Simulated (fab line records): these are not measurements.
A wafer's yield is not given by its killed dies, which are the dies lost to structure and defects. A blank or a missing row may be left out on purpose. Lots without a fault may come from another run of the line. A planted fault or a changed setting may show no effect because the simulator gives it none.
fab line records    flow gf180mcu
[record] lots = 5  wafers = 23
route steps=602 shown V2@403 M3@411 V4@476 MIM@503
start_h: start of the lot's first displayed wafer, in hours after the record's first day    wait_h: how many hours have passed since the lot's step before this one    " repeats the value in the row above    L1.1+2: a single row standing in for several wafers    - no value, or no start given    * or withheld: withheld    < > ~ a bound
route shown NAME@n: a module of which the file shows steps, and the number in the route of the first    usual: average and standard deviation across the fault-free wafers    same: alike in all rows    chamber/n: place in a boat    sites: per-site readings    _std_site: how widely they spread, as a standard deviation    _edge_site: outer sites' mean less inner sites'    radius_mm: for every site, how far away it sits from the centre of the wafer    mask NAME#n: copy n    behind: the tool/chamber that last shaped the wafer    hold: cause of the lot's hold/its duration in hours/its outcome    device: names the non-switching transistor (n, p or np)    end of line: tests of these same wafers at the route's end    where a step has no rows: the recipe by itself    killed: count of dies lost to structure and defects at first sort (not the wafer's yield)    map: dies across one wafer; x = killed, . = not, _ = none there
set.NAME: setting as actually run; set.NAME@STEP: the setting as run at that earlier step    model.NAME: the simulator's own value behind a step, which no gauge read
one table per step and one row per wafer, for lots whose settings were changed on purpose
[[steps]]
[step GF_V2_SPUTTER_21]
[recipe] material = Ti  target_thk_nm = 15  chamber_pressure_pa = 5  power_w = 2500  substrate_temp_c = 200  time_s = 80.02
lot.wafer  tool            chamber  start_h  wait_h  set.chamber_pressure_pa  model.Ti_of_V2_SPUTTER_21.thk_nm
L075.1     pvd_sputter-01  -        464.18   0.0     4.501                    16.28
L075.2     "               -        "        "       4.501                    16.11
L075.4     "               -        "        "       4.501                    16.09
L075.5     "               -        "        "       4.501                    16.32
L075.6     "               -        "        "       4.501                    16.06
L078.2     pvd_sputter-03  -        507.07   0.0     5                        14.86
L078.4     "               -        "        "       5                        15.19
L078.6     "               -        "        "       5                        14.96
L077.1     pvd_sputter-03  -        512.58   0.0     4.794                    15.4
L077.2     "               -        "        "       4.794                    15.45
L077.3     "               -        "        "       4.794                    15.53
L077.4     "               -        "        "       4.794                    15.2
L077.6     "               -        "        "       4.794                    15.59
L081.2     pvd_sputter-03  -        524.57   0.0     5.467                    13.75
L081.3     "               -        "        "       5.467                    13.96
L081.4     "               -        "        "       5.467                    13.72
L081.5     "               -        "        "       5.467                    13.82
L081.6     "               -        "        "       5.467                    13.9
L082.1     pvd_sputter-03  -        552.03   0.0     5.231                    14.66
L082.2     "               -        "        "       5.231                    14.28
L082.3     "               -        "        "       5.231                    14.15
L082.5     "               -        "        "       5.231                    14.43
L082.6     "               -        "        "       5.231                    14.5
[step GF_M3_SPUTTER_02]
[recipe] material = AlCu  target_thk_nm = 450  power_w = 10600  time_s = 23.9  chamber_pressure_pa = 0.4
lot.wafer  tool            chamber  start_h  wait_h  set.time_s  model.AlCu_of_M3_SPUTTER_02.thk_nm
L075.1     pvd_sputter-04  -        465.00   0.0     23.9        444.4
L075.2     "               -        "        "       22.1        412.5
L075.4     "               -        "        "       22.1        410.5
L075.5     "               -        "        "       23.9        446.7
L075.6     "               -        "        "       22.1        410.9
L078.2     pvd_sputter-02  -        507.89   0.0     23.9        447.9
L078.4     "               -        "        "       23.9        445
L078.6     "               -        "        "       23.9        446.6
L077.1     pvd_sputter-04  -        513.40   0.0     23.9        453.6
L077.2     "               -        "        "       23.9        452.2
L077.3     "               -        "        "       23.9        454.5
L077.4     "               -        "        "       23.9        458.3
L077.6     "               -        "        "       23.9        455.2
L081.2     pvd_sputter-04  -        525.40   0.0     23.9        452.2
L081.3     "               -        "        "       21.71       415.1
L081.4     "               -        "        "       23.9        457
L081.5     "               -        "        "       21.71       410.6
L081.6     "               -        "        "       21.71       409.4
L082.1     pvd_sputter-04  -        552.85   0.0     21.81       414.7
L082.2     "               -        "        "       23.9        456.5
L082.3     "               -        "        "       23.9        452
L082.5     "               -        "        "       21.81       412
L082.6     "               -        "        "       23.9        455.8
[step GF_M3_SPUTTER_03]
[recipe] material = Ti  target_thk_nm = 10  substrate_temp_c = 300  chamber_pressure_pa = 0.3  power_w = 3000  time_s = 6.7
[step GF_M3_SPUTTER_04]
[recipe] material = TiN  target_thk_nm = 50  power_w = 6500  time_s = 41.7  chamber_pressure_pa = 0.4
[step GF_M3_RS_MEAS_05]
[recipe] thk_meas_gauge = four-point-probe  reads = TiN_of_M3_SPUTTER_04+Ti_of_M3_SPUTTER_03+AlCu_of_M3_SPUTTER_02+TiN_of_M3_SPUTTER_01+Ti_of_M3_SPUTTER_00
[usual] M3_ALCU_RS = 0.0695/0.00078
lot.wafer  tool           chamber  start_h  wait_h  set.time_s@M3_SPUTTER_02  M3_ALCU_RS[ohm/sq]
L075.1     film_metro-02  -        465.09   0.0     23.9                      0.0704
L075.2     "              -        "        "       22.1                      0.0759
L075.4     "              -        "        "       22.1                      0.0763
L075.5     "              -        "        "       23.9                      0.0701
L075.6     "              -        "        "       22.1                      0.0762
L078.2     film_metro-01  -        508.00   0.0     23.9                      0.0699
L078.4     "              -        "        "       23.9                      0.0704
L078.6     "              -        "        "       23.9                      0.0699
L077.1     film_metro-02  -        513.49   0.0     23.9                      0.0690
L077.2     "              -        "        "       23.9                      0.0692
L077.3     "              -        "        "       23.9                      0.0688
L077.4     "              -        "        "       23.9                      0.0683
L077.6     "              -        "        "       23.9                      0.0686
L081.2     film_metro-01  -        525.51   0.0     23.9                      0.0692
L081.3     "              -        "        "       21.71                     0.0755
L081.4     "              -        "        "       23.9                      0.0684
L081.5     "              -        "        "       21.71                     0.0764
L081.6     "              -        "        "       21.71                     0.0763
L082.1     film_metro-03  -        552.94   0.0     21.81                     0.0754
L082.2     "              -        "        "       23.9                      0.0685
L082.3     "              -        "        "       23.9                      0.0692
L082.5     "              -        "        "       21.81                     0.0760
L082.6     "              -        "        "       23.9                      0.0685
[step GF_M3_THK_MEAS_06]
[recipe] thk_meas_gauge = xrf  reads = AlCu_of_M3_SPUTTER_02
[usual] M3_ALCU_THK = 452/4.9
lot.wafer  tool           chamber  start_h  wait_h  set.time_s@M3_SPUTTER_02  M3_ALCU_THK[nm]
L075.1     film_metro-02  -        465.21   0.1     23.9                      449
L075.2     "              -        "        "       22.1                      415
L075.4     "              -        "        "       22.1                      414
L075.5     "              -        "        "       23.9                      451
L075.6     "              -        "        "       22.1                      415
L078.2     film_metro-01  -        508.11   0.1     23.9                      446
L078.4     "              -        "        "       23.9                      444
L078.6     "              -        "        "       23.9                      444
L077.1     film_metro-02  -        513.61   0.1     23.9                      453
L077.2     "              -        "        "       23.9                      453
L077.3     "              -        "        "       23.9                      453
L077.4     "              -        "        "       23.9                      458
L077.6     "              -        "        "       23.9                      455
L081.2     film_metro-01  -        525.62   0.1     23.9                      451
L081.3     "              -        "        "       21.71                     415
L081.4     "              -        "        "       23.9                      454
L081.5     "              -        "        "       21.71                     408
L081.6     "              -        "        "       21.71                     410
L082.1     film_metro-03  -        553.06   0.1     21.81                     417
L082.2     "              -        "        "       23.9                      457
L082.3     "              -        "        "       23.9                      454
L082.5     "              -        "        "       21.81                     415
L082.6     "              -        "        "       23.9                      459
[step GF_M3_SOFTBAKE_10]
[recipe] temp_c = 130  time_s = 60  resist = KrF
lot.wafer       tool            chamber  start_h  wait_h  set.time_s
L075.1+4+6      litho_track-03  0        477.00   0.1     60
L075.2+5        "               0        "        "       54.92
L078.2+4+6      litho_track-04  0        519.04   0.1     60
L077.1+2+3+4+6  litho_track-02  0        525.04   0.1     60
L081.2+3+5      litho_track-02  0        537.16   0.1     60
L081.4+6        "               0        "        "       65.27
L082.1+3+5      litho_track-03  0        563.60   0.1     60
L082.2+6        "               0        "        "       54.79
[step GF_M3_EXPOSE_11]
[recipe] mask_id = Metal3  target_cd_nm = 280  na = 0.68  source_shape = conventional  sigma_outer = 0.6  dose_mj = 28
[step GF_M3_PEB_12]
[recipe] peb_temp_c = 135  peb_time_s = 90  resist = KrF
[step GF_M3_METAL_ETCH_16]
[recipe] chemistry = Cl2/BCl3  mask_material = KrF  target_depth_nm = 627.5  stop_on = SiO2  pressure_mtorr = 8  icp_w = 800  bias_w = 140  Cl2_flow_sccm = 80  bcl3_flow_sccm = 40  time_s = 104.6
[usual] oes_product_au = 0.971/0.0069
lot.wafer  tool          chamber  start_h  wait_h  set.time_s@M3_SPUTTER_02  oes_product_au
L075.1     rie_metal-02  1        489.42   0.0     23.9                      0.976
L075.2     "             0        "        "       22.1                      0.935
L075.4     "             0        "        "       22.1                      0.924
L075.5     "             0        "        "       23.9                      0.973
L075.6     "             1        "        "       22.1                      0.933
L078.2     rie_metal-01  0        531.44   0.0     23.9                      0.973
L078.4     "             1        "        "       23.9                      0.970
L078.6     "             1        "        "       23.9                      0.969
L077.1     rie_metal-03  1        536.84   0.0     23.9                      0.987
L077.2     "             0        "        "       23.9                      0.970
L077.3     "             0        "        "       23.9                      0.976
L077.4     "             1        "        "       23.9                      0.978
L077.6     "             0        "        "       23.9                      0.970
L081.2     rie_metal-01  1        548.34   0.0     23.9                      0.975
L081.3     "             0        "        "       21.71                     0.935
L081.4     "             1        "        "       23.9                      0.979
L081.5     "             1        "        "       21.71                     0.936
L081.6     "             0        "        "       21.71                     0.928
L082.1     rie_metal-02  0        574.06   0.0     21.81                     0.938
L082.2     "             0        "        "       23.9                      0.974
L082.3     "             0        "        "       23.9                      0.985
L082.5     "             0        "        "       21.81                     0.932
L082.6     "             0        "        "       23.9                      0.981
[step GF_V4_CVD_00]
[recipe] material = SiO2  target_thk_nm = 600  sigma_open_frac = 0.3  temp_c = 400  time_s = 100  sih4_flow_sccm = 60  pressure_mtorr = 6
lot.wafer  tool       chamber  start_h  wait_h  set.sih4_flow_sccm  model.SiO2_of_V4_CVD_00.thk_nm
L075.1     hdpcvd-01  2        539.22   0.0     60                  597.3
L075.2     "          1        "        "       60                  594.5
L075.4     "          1        "        "       60                  590.3
L075.5     "          2        "        "       60                  592.6
L075.6     "          1        "        "       60                  596.8
L078.2     hdpcvd-02  1        578.96   0.0     60                  620.2
L078.4     "          0        "        "       60                  614.2
L078.6     "          2        "        "       60                  615.4
L077.1     hdpcvd-01  2        583.95   0.0     60                  589.5
L077.2     "          1        "        "       68.01               669.4
L077.3     "          0        "        "       68.01               678.3
L077.4     "          1        "        "       60                  588.5
L077.6     "          2        "        "       68.01               674.8
L081.2     hdpcvd-01  2        595.84   0.0     51.91               506.9
L081.3     "          1        "        "       51.91               507.7
L081.4     "          1        "        "       51.91               514.4
L081.5     "          2        "        "       60                  598.4
L081.6     "          0        "        "       60                  593.7
L082.1     hdpcvd-01  0        619.40   0.0     60                  606
L082.2     "          2        "        "       60                  601.6
L082.3     "          1        "        "       60                  600.2
L082.5     "          2        "        "       60                  604.2
L082.6     "          0        "        "       60                  597.6
[step GF_V4_THK_MEAS_01]
[recipe] reads = SiO2_of_V4_CVD_00
[usual] V4_CVD_00_THK = 598/7.7
lot.wafer  tool           chamber  start_h  wait_h  set.sih4_flow_sccm@V4_CVD_00  V4_CVD_00_THK[nm]
L075.1     film_metro-01  -        539.33   0.1     60                            597
L075.2     "              -        "        "       60                            594
L075.4     "              -        "        "       60                            590
L075.5     "              -        "        "       60                            592
L075.6     "              -        "        "       60                            597
L078.2     film_metro-02  -        579.04   0.0     60                            620
L078.4     "              -        "        "       60                            614
L078.6     "              -        "        "       60                            616
L077.1     film_metro-01  -        584.02   0.0     60                            589
L077.2     "              -        "        "       68.01                         670
L077.3     "              -        "        "       68.01                         678
L077.4     "              -        "        "       60                            589
L077.6     "              -        "        "       68.01                         674
L081.2     film_metro-01  -        595.92   0.0     51.91                         507
L081.3     "              -        "        "       51.91                         508
L081.4     "              -        "        "       51.91                         514
L081.5     "              -        "        "       60                            598
L081.6     "              -        "        "       60                            594
L082.1     film_metro-01  -        619.47   0.0     60                            607
L082.2     "              -        "        "       60                            601
L082.3     "              -        "        "       60                            601
L082.5     "              -        "        "       60                            604
L082.6     "              -        "        "       60                            598
[step GF_V4_PEB_12]
[recipe] peb_temp_c = 135  peb_time_s = 90  resist = KrF
lot.wafer       tool            chamber  start_h  wait_h  set.peb_temp_c
L075.1+2+5      litho_track-01  0        -        -       136.7
L075.4+6        "               0        "        "       135
L078.2+4+6      litho_track-03  0        -        -       135
L077.1+2+3+4+6  litho_track-03  0        -        -       135
L081.2+3+4+5+6  litho_track-03  0        -        -       135
L082.1+2        litho_track-02  0        -        -       135
L082.3+5+6      "               0        "        "       132.9
[step GF_V4_DEVELOP_13]
[recipe] develop_time_s = 60  resist = KrF  dev_temp_c = 21
[step GF_V4_CD_MEAS_14]
[recipe] target_cd_nm = 260
[usual] cd_nm = 259.6/1.3
lot.wafer  tool       chamber  start_h  wait_h  set.peb_temp_c@V4_PEB_12  cd_nm
L075.1     cd_sem-01  -        562.02   0.1     136.7                     262.5
L075.2     "          -        "        "       136.7                     262.4
L075.4     "          -        "        "       135                       258.7
L075.5     "          -        "        "       136.7                     262.8
L075.6     "          -        "        "       135                       257.7
L078.2     cd_sem-02  -        600.02   0.1     135                       259.8
L078.4     "          -        "        "       135                       259.7
L078.6     "          -        "        "       135                       259.1
L077.1     cd_sem-02  -        605.60   0.1     135                       261.2
L077.2     "          -        "        "       135                       260.5
L077.3     "          -        "        "       135                       261.5
L077.4     "          -        "        "       135                       261.1
L077.6     "          -        "        "       135                       262.4
L081.2     cd_sem-02  -        616.62   0.1     135                       258.3
L081.3     "          -        "        "       135                       258.5
L081.4     "          -        "        "       135                       258.5
L081.5     "          -        "        "       135                       257.8
L081.6     "          -        "        "       135                       258.5
L082.1     cd_sem-02  -        640.29   0.1     135                       261.0
L082.2     "          -        "        "       135                       260.5
L082.3     "          -        "        "       132.9                     253.5
L082.5     "          -        "        "       132.9                     253.1
L082.6     "          -        "        "       132.9                     254.3
[step GF_V4_ETCH_16]
[recipe] chemistry = N2/H2  target_depth_a = withheld  overetch_a = withheld  time_s = withheld  target = BARC  ion_energy_ev = 200  source_w = 500  bias_w = 100  pressure_mtorr = 30  n2_flow_sccm = 100  h2_flow_sccm = 200
lot.wafer  tool         chamber  start_h  wait_h  set.peb_temp_c@V4_PEB_12  model.V4.cd_nm
L075.1     rie_diel-04  1        562.17   0.0     136.7                     262.9
L075.2     "            2        "        "       136.7                     262.8
L075.4+6   "            0,3      "        "       135                       259.7
L075.5     "            0        "        "       136.7                     264.2
L078.2     rie_diel-01  3        600.16   0.0     135                       259.9
L078.4+6   "            2,3      "        "       135                       258.9
L077.1     rie_diel-01  0        605.76   0.0     135                       261.6
L077.2     "            1        "        "       135                       260.4
L077.3     "            3        "        "       135                       260.9
L077.4     "            2        "        "       135                       259.9
L077.6     "            3        "        "       135                       262.3
L081.2     rie_diel-04  2        616.76   0.0     135                       259.4
L081.3     "            1        "        "       135                       259.1
L081.4     "            0        "        "       135                       259.9
L081.5     "            1        "        "       135                       258.5
L081.6     "            2        "        "       135                       259.8
L082.1     rie_diel-02  2        640.44   0.0     135                       260.9
L082.2     "            0        "        "       135                       260.8
L082.3     "            3        "        "       132.9                     254.5
L082.5     "            3        "        "       132.9                     254.8
L082.6     "            0        "        "       132.9                     253.5
[step GF_V4_ETCH_17]
[recipe] chemistry = C4F8/O2/Ar  mask_material = KrF  target = SiO2  stop_on = TiN  source_w = 1500  bias_w = 1200  pressure_mtorr = 40  c4f8_flow_sccm = withheld  O2_flow_sccm = 6  Ar_flow_sccm = 300  time_s = withheld  target_depth_a = 6300
lot.wafer  tool         chamber  start_h  wait_h  set.source_w  set.peb_temp_c@V4_PEB_12  model.V4.cd_nm
L075.1     rie_diel-04  1        -        -       1583          136.7                     262.9
L075.2     "            2        "        "       1500          136.7                     263.2
L075.4     "            0        "        "       1500          135                       259.8
L075.5     "            0        "        "       1500          136.7                     263.9
L075.6     "            3        "        "       1583          135                       259.4
L078.2     rie_diel-01  3        -        -       1500          135                       259.8
L078.4     "            2        "        "       1500          135                       258.3
L078.6     "            3        "        "       1500          135                       259.1
L077.1     rie_diel-01  0        -        -       1500          135                       262
L077.2     "            1        "        "       1500          135                       259.9
L077.3     "            3        "        "       1588          135                       261.4
L077.4     "            2        "        "       1588          135                       259.8
L077.6     "            3        "        "       1500          135                       263
L081.2     rie_diel-04  2        -        -       1624          135                       260.2
L081.3     "            1        "        "       1624          135                       259
L081.4     "            0        "        "       1500          135                       259.8
L081.5     "            1        "        "       1500          135                       258.2
L081.6     "            2        "        "       1624          135                       260.1
L082.1     rie_diel-02  2        -        -       1620          135                       261.1
L082.2     "            0        "        "       1500          135                       261.2
L082.3     "            3        "        "       1620          132.9                     254.6
L082.5     "            3        "        "       1500          132.9                     254.2
L082.6     "            0        "        "       1500          132.9                     253.3
[step GF_MIM_SPUTTER_00]
[recipe] material = Ti  target_thk_nm = 37.5  arriving_ion_energy_ev = 80  substrate_temp_c = 200  chamber_pressure_pa = 2  power_w = 4000  time_s = 150
lot.wafer  tool            chamber  start_h  wait_h  set.time_s  model.Ti_of_MIM_SPUTTER_00.thk_nm
L075.1     pvd_sputter-02  -        563.88   0.1     150         37.52
L075.2     "               -        "        "       160.2       40.06
L075.4     "               -        "        "       150         36.82
L075.5     "               -        "        "       160.2       40.04
L075.6     "               -        "        "       150         37.36
L078.2     pvd_sputter-01  -        601.51   0.2     150         37.7
L078.4     "               -        "        "       150         37.93
L078.6     "               -        "        "       150         37.88
L077.1     pvd_sputter-01  -        607.14   0.1     162.5       40.29
L077.2     "               -        "        "       150         37.73
L077.3     "               -        "        "       162.5       41.22
L077.4     "               -        "        "       150         37.46
L077.6     "               -        "        "       150         37.37
L081.2     pvd_sputter-01  -        618.56   0.1     150         37.43
L081.3     "               -        "        "       138.4       34.13
L081.4     "               -        "        "       138.4       34.87
L081.5     "               -        "        "       150         37.66
L081.6     "               -        "        "       138.4       34.2
L082.1     pvd_sputter-01  -        641.80   0.1     150         37.73
L082.2     "               -        "        "       150         36.94
L082.3     "               -        "        "       171.2       42.99
L082.5     "               -        "        "       150         36.95
L082.6     "               -        "        "       171.2       43.42
[step GF_MIM_SPUTTER_08]
[recipe] material = AlCu  target_thk_nm = 200  power_w = 10600  time_s = 10.6  chamber_pressure_pa = 0.4
lot.wafer  tool            chamber  start_h  wait_h  set.time_s  model.AlCu_of_MIM_SPUTTER_08.thk_nm
L075.1     pvd_sputter-04  -        564.26   0.0     10.6        205.3
L075.2     "               -        "        "       11.54       218.7
L075.4     "               -        "        "       10.6        202.8
L075.5     "               -        "        "       11.54       220.6
L075.6     "               -        "        "       11.54       221.7
L078.2+4   pvd_sputter-04  -        601.87   0.0     10.6        197.4
L078.6     "               -        "        "       10.6        198.6
L077.1+2   pvd_sputter-02  -        607.50   0.0     10.6        199.8
L077.3     "               -        "        "       10.6        200.8
L077.4     "               -        "        "       11.16       213.3
L077.6     "               -        "        "       11.16       211.7
L081.2     pvd_sputter-01  -        618.97   0.0     10.6        200.4
L081.3     "               -        "        "       11.12       211.1
L081.4     "               -        "        "       11.12       209.2
L081.5     "               -        "        "       10.6        201.9
L081.6     "               -        "        "       10.6        201.5
L082.1+6   pvd_sputter-04  -        642.16   0.0     10.6        202.6
L082.2     "               -        "        "       10.6        199.4
L082.3     "               -        "        "       10.6        201.7
L082.5     "               -        "        "       10.6        199.3
[step GF_MIM_SPUTTER_09]
[recipe] material = TiN  target_thk_nm = 35  power_w = 6500  time_s = 29.2  chamber_pressure_pa = 0.4
[step GF_MIM_RS_MEAS_10]
[recipe] thk_meas_gauge = four-point-probe  reads = TiN_of_MIM_SPUTTER_09+AlCu_of_MIM_SPUTTER_08+TiN_of_MIM_SPUTTER_07
[usual] MIM_ALCU_RS = 0.1598/0.0016
lot.wafer  tool           chamber  start_h  wait_h  set.time_s@MIM_SPUTTER_08  MIM_ALCU_RS[ohm/sq]
L075.1     film_metro-02  -        564.33   0.0     10.6                       0.1561
L075.2     "              -        "        "       11.54                      0.1458
L075.4     "              -        "        "       10.6                       0.1578
L075.5     "              -        "        "       11.54                      0.1447
L075.6     "              -        "        "       11.54                      0.1436
L078.2     film_metro-03  -        601.94   0.0     10.6                       0.1626
L078.4     "              -        "        "       10.6                       0.1625
L078.6     "              -        "        "       10.6                       0.1615
L077.1     film_metro-01  -        607.55   0.0     10.6                       0.1605
L077.2     "              -        "        "       10.6                       0.1606
L077.3     "              -        "        "       10.6                       0.1596
L077.4     "              -        "        "       11.16                      0.1500
L077.6     "              -        "        "       11.16                      0.1513
L081.2     film_metro-03  -        619.04   0.0     10.6                       0.1594
L081.3     "              -        "        "       11.12                      0.1511
L081.4     "              -        "        "       11.12                      0.1530
L081.5     "              -        "        "       10.6                       0.1585
L081.6     "              -        "        "       10.6                       0.1590
L082.1     film_metro-01  -        642.22   0.0     10.6                       0.1576
L082.2     "              -        "        "       10.6                       0.1610
L082.3     "              -        "        "       10.6                       0.1587
L082.5     "              -        "        "       10.6                       0.1611
L082.6     "              -        "        "       10.6                       0.1580
[step GF_MIM_THK_MEAS_11]
[recipe] thk_meas_gauge = xrf  reads = AlCu_of_MIM_SPUTTER_08
[usual] MIM_ALCU_THK = 200.8/2.2
lot.wafer  tool           chamber  start_h  wait_h  set.time_s@MIM_SPUTTER_08  MIM_ALCU_THK[nm]
L075.1     film_metro-02  -        564.45   0.1     10.6                       206.2
L075.2     "              -        "        "       11.54                      219.8
L075.4     "              -        "        "       10.6                       203.0
L075.5     "              -        "        "       11.54                      220.5
L075.6     "              -        "        "       11.54                      221.1
L078.2     film_metro-03  -        602.05   0.1     10.6                       199.5
L078.4     "              -        "        "       10.6                       199.5
L078.6     "              -        "        "       10.6                       200.0
L077.1     film_metro-01  -        607.67   0.1     10.6                       199.7
L077.2     "              -        "        "       10.6                       198.4
L077.3     "              -        "        "       10.6                       200.1
L077.4     "              -        "        "       11.16                      214.1
L077.6     "              -        "        "       11.16                      210.8
L081.2     film_metro-03  -        619.15   0.1     10.6                       201.6
L081.3     "              -        "        "       11.12                      212.4
L081.4     "              -        "        "       11.12                      209.9
L081.5     "              -        "        "       10.6                       202.5
L081.6     "              -        "        "       10.6                       203.3
L082.1     film_metro-01  -        642.34   0.1     10.6                       203.6
L082.2     "              -        "        "       10.6                       200.1
L082.3     "              -        "        "       10.6                       201.7
L082.5     "              -        "        "       10.6                       198.1
L082.6     "              -        "        "       10.6                       202.9
[[key]]
[split] step = GF_V2_SPUTTER_21  setting = chamber_pressure_pa  stated = 5  by = lot
[response] step = GF_V2_SPUTTER_21  reading = model.Ti_of_V2_SPUTTER_21.thk_nm  change = -0.121  per = 1%  r = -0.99
[split] step = GF_M3_SPUTTER_02  setting = time_s  stated = 23.9  by = wafer
[response] step = GF_M3_SPUTTER_02  reading = model.AlCu_of_M3_SPUTTER_02.thk_nm  change = +4.67  per = 1%  r = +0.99
[response] step = GF_M3_RS_MEAS_05  reading = M3_ALCU_RS  change = -0.00079  per = 1%  r = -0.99
[response] step = GF_M3_THK_MEAS_06  reading = M3_ALCU_THK  change = +4.65  per = 1%  r = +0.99
[response] step = GF_M3_METAL_ETCH_16  reading = oes_product_au  change = +0.00519  per = 1%  r = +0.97
[split] step = GF_M3_SOFTBAKE_10  setting = time_s  stated = 60  by = wafer
response none clear
[split] step = GF_V4_CVD_00  setting = sih4_flow_sccm  stated = 60  by = wafer
[response] step = GF_V4_CVD_00  reading = model.SiO2_of_V4_CVD_00.thk_nm  change = +6.39  per = 1%  r = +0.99
[response] step = GF_V4_THK_MEAS_01  reading = V4_CVD_00_THK  change = +6.38  per = 1%  r = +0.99
[split] step = GF_V4_PEB_12  setting = peb_temp_c  stated = 135  by = wafer
[response] step = GF_V4_CD_MEAS_14  reading = cd_nm  change = +4.15  per = 1%  r = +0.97
[response] step = GF_V4_ETCH_16  reading = model.V4.cd_nm  change = +3.7  per = 1%  r = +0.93
[response] step = GF_V4_ETCH_17  reading = model.V4.cd_nm  change = +3.94  per = 1%  r = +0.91
[split] step = GF_V4_ETCH_17  setting = source_w  stated = 1500  by = wafer
response none clear
[split] step = GF_MIM_SPUTTER_00  setting = time_s  stated = 150  by = wafer
[response] step = GF_MIM_SPUTTER_00  reading = model.Ti_of_MIM_SPUTTER_00.thk_nm  change = +0.414  per = 1%  r = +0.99
[split] step = GF_MIM_SPUTTER_08  setting = time_s  stated = 10.6  by = wafer
[response] step = GF_MIM_SPUTTER_08  reading = model.AlCu_of_MIM_SPUTTER_08.thk_nm  change = +1.93  per = 1%  r = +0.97
[response] step = GF_MIM_RS_MEAS_10  reading = MIM_ALCU_RS  change = -0.00148  per = 1%  r = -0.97
[response] step = GF_MIM_THK_MEAS_11  reading = MIM_ALCU_THK  change = +1.93  per = 1%  r = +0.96
